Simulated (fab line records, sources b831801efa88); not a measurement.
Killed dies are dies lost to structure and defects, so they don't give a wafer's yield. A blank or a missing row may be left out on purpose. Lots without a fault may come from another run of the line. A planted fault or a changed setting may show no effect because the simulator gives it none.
Problem report in the 8D (eight disciplines) form, filled by code | flow gf180mcu | the parts of the form that need people (team, actions taken, sign-off) are left out

1. THE PROBLEM
VT_IMPLANT_03_OVL at GF_VT_IMPLANT_OVL_MEAS_40 reads a mean of -124.1 nm on 6 wafers of 2 lots; wafers without a fault read -0.2 nm with a standard deviation of 1.4. That is -89 standard deviations from the usual mean.
First seen on wafer L795.4, day 13 03:57, on overlay-01. The record holds 39 wafers of 13 lots with a number at this step. Rule for "out", or "out of limits": more than 4 standard deviations from the usual mean. The other wafers with a number count as sound.

2. WHAT IT IS AND WHAT IT IS NOT
question                    | is                     | is not
which readings at this step | VT_IMPLANT_03_OVL      | -
which lots                  | L795, L797             | L774, L777, L778, L779, L780, L783, L784, L787, L788, L792, L796
which wafers of those lots  | all that have a number | -
read on which gauges        | overlay-01, overlay-02 | -
when                        | from day 13 03:57      | up to then (30 sound wafers); but 3 sound wafers of L796 came after

3. SUSPECTS, AND WHAT RULES EACH OUT
Counting: a tool at a process step up to the reading stays a suspect if it ran every lot that is out and no sound lot after the first of them.
- the gauge at GF_VT_IMPLANT_OVL_MEAS_40: ruled out. The wafers that are out were read on 2 gauges (overlay-01, overlay-02).
- iline_stepper-02 at GF_VT_IMPLANT_EXPOSE_37 (exposes mask Nwell HV AREA, target cd 860 nm): kept. It ran every lot that is out, first L795 (day 12 19:01), and no sound lot after that; its last sound lot up to then is L792 (day 12 01:22).
Left after counting: iline_stepper-02 at GF_VT_IMPLANT_EXPOSE_37.

4. THE CAUSE (what the simulator had put in)
Scanner matching overlay: iline_stepper-02, from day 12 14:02 on, at GF_VT_IMPLANT_EXPOSE_37. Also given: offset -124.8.
Counting left only this tool.

5. THE CHAIN OF EFFECTS, in route order
Each row: a reading whose mean over the struck wafers that have a number lies more than 3 standard deviations from the usual. Only readings for which the record gives a usual standard deviation are gone through. hours: the time from each lot's start at the first step in this table that gives one to its start at this step, as a median over the lots. sigmas: the change in usual standard deviations.
hours | step                      | reading           | usual   | on struck wafers | change | sigmas
0     | GF_VT_IMPLANT_OVL_MEAS_40 | VT_IMPLANT_03_OVL | -0.2 nm | -124.1           | -123.9 | -89
Later measuring or inspecting steps at which every struck wafer that the step has a row for has a number for every such reading, and none has moved that far: GF_V2_THK_MEAS_01.

6. WHAT WOULD HAVE CAUGHT IT SOONER
In this record the first reading out of limits at a measuring or inspecting step was taken at day 13 03:57, 14 hours after the fault began at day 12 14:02.
Of the lots that are out (2), L797 began GF_VT_IMPLANT_EXPOSE_37 on iline_stepper-02 after day 13 03:57. A hold on the tool at that time would have spared it.
